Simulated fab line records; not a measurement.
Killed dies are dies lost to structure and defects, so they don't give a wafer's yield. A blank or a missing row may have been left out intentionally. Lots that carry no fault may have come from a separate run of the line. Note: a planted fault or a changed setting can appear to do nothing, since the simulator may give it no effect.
What tool caused it? + flow gf180mcu + Sampling: 12 lots, 36 wafers, 2 of 602 route steps

## WHAT EACH GAUGE READ, for each wafer
GF_V5_OVL_MEAS_15.
| lot  | measured     | on         | V5_OVL (nm) |
|------|--------------|------------|-------------|
| L376 | day 27 04:05 | overlay-02 | 8 1 2       |
| L377 | day 27 11:05 | overlay-02 | 2 8 3       |
| L378 | day 27 17:15 | overlay-02 | 8 0 9       |
| L379 | day 28 03:35 | overlay-01 | 0 -6 -1     |
| L380 | day 28 08:35 | overlay-02 | 2 2 4       |
| L381 | day 28 19:59 | overlay-02 | 9 -2 8      |
| L382 | day 29 05:44 | overlay-01 | 7 3 14      |
| L383 | day 29 13:29 | overlay-02 | -1 -2 4     |
| L384 | day 29 15:23 | overlay-01 | 9 5 1       |
| L391 | day 31 18:08 | overlay-02 | 3 -2 4      |
| L395 | day 33 01:19 | overlay-01 | 2 10 5      |
| L398 | day 33 15:23 | overlay-01 | -2 3 -1     |

## EACH LOT AND THE TOOL THAT RAN IT (in order: tool; ch and the chambers of the sampled wafers; start)
| lot  | GF_V3_CVD_00                     |
|------|----------------------------------|
| L376 | hdpcvd-02 ch 0,2, day 21 08:34   |
| L377 | hdpcvd-02 ch 1,2, day 21 15:29   |
| L378 | hdpcvd-01 ch 0,1,2, day 21 22:23 |
| L379 | hdpcvd-01 ch 0,1, day 22 13:35   |
| L380 | hdpcvd-01 ch 0,1,2, day 22 17:19 |
| L381 | hdpcvd-02 ch 1,2, day 23 07:01   |
| L382 | hdpcvd-02 ch 0,2, day 23 18:11   |
| L383 | hdpcvd-02 ch 0,1, day 23 21:46   |
| L384 | hdpcvd-01 ch 1,2, day 24 06:57   |
| L391 | hdpcvd-01 ch 1,2, day 26 17:10   |
| L395 | hdpcvd-02 ch 0,1,2, day 28 08:23 |
| L398 | hdpcvd-02 ch 0,2, day 29 00:04   |
- GF_V3_CVD_00: deposits SiO2, target thk 600 nm, time 100 s.

## WHAT THE TOOLS THEMSELVES READ (means of the sampled wafers that have a number; where no wafer has one, the mark that the record gives instead)
The record holds no such reading with a usual standard deviation.

## THE ANSWER, worked out from the rows above alone
Rule: the lots themselves supply what counts as usual. The widest of any qualifying gaps counts: lots, ordered by their means at a reading, are off when they make up no more than a third of the lots, leave a main group of 4 or more, and stand apart from it by 3 or more times the standard deviation of that group's means. A main group is skipped when, at the precision printed for the reading in the tables above, its means are all equal. Also off: a lot with no number at a reading for which 4 or more lots have one. Any other lot the step has rows for is counted as sound. Order of review: gauges by route order, followed by the tools' own readings, for which a lot's mean as printed above is used. The first step at which some lot is off is used, and at that step the reading that is off furthest; a lot without a number counts as furthest.
Nothing can be told from this: no lot is off at any reading shown.

## WHAT THE SIMULATOR PUT IN
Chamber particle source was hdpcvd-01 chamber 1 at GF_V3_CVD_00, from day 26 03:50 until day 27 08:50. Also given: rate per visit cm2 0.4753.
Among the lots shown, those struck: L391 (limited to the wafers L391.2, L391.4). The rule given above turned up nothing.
